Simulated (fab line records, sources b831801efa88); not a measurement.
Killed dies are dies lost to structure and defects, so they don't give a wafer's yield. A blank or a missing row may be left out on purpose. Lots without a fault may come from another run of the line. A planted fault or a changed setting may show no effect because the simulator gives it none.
Chamber matching | flow gf180mcu | GF_V5_CVD_00 on hdpcvd-02: 3 sister chambers
The step deposits SiO2, target thk 300 nm, time 50 s. 16 wafers are shown with their chamber, then 8 later ones without.

WAFERS WITH THEIR CHAMBER
wafer  | chamber | pressure_mtorr (mTorr)
L338.1 | 1       | 5.987
L338.3 | 0       | 5.998
L338.5 | 1       | 5.993
L342.1 | 1       | 5.997
L342.3 | 0       | 6.021
L342.6 | 2       | 6.004
L343.1 | 0       | 5.998
L343.2 | 1       | 5.997
L343.5 | 1       | 5.992
L349.2 | 2       | 5.969
L349.3 | 0       | 6.003
L349.6 | 0       | 6.001
L351.1 | 2       | 5.993
L351.2 | 0       | 6.000
L351.4 | 0       | 6.006
L352.1 | 2       | 6.016

SIGNATURES (means of the wafers above)
reading        | chamber 0 | chamber 1 | chamber 2 | scatter within a chamber
pressure_mtorr | 6.00386   | 5.99320   | 5.99550   | 0.0113
Rule: a wafer's distance from a chamber is the root of the sum, over the readings, of the square of ((its reading less the chamber's mean) divided by the reading's scatter). The wafer belongs to the nearest chamber; if the next one is less than 2 further off, it can't be placed. The scatter: the root of (the sum of the squares of (reading less its chamber's mean) over the shown wafers, divided by (wafers less chambers)).

WAFERS WITHOUT THEIR CHAMBER
wafer  | pressure_mtorr (mTorr)
L352.2 | 5.986
L352.3 | 6.015
L358.1 | 5.990
L358.4 | 5.997
L358.5 | 6.009
L359.4 | 5.968
L359.5 | 5.992
L359.6 | 5.998

WHICH CHAMBER EACH WENT THROUGH
wafer  | from the rows above          | in truth
L352.2 | can't be placed: 1 or 2 or 0 | 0
L352.3 | can't be placed: 0 or 2 or 1 | 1
L358.1 | can't be placed: 1 or 2 or 0 | 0
L358.4 | can't be placed: 2 or 1 or 0 | 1
L358.5 | can't be placed: 0 or 2 or 1 | 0
L359.4 | can't be placed: 1 or 2 or 0 | 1
L359.5 | can't be placed: 1 or 2 or 0 | 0
L359.6 | can't be placed: 2 or 1 or 0 | 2
Placed correctly: 0 of 8. Can't be placed from these rows: 8 (the true chamber is among the candidates in 8). Placed wrongly: 0.
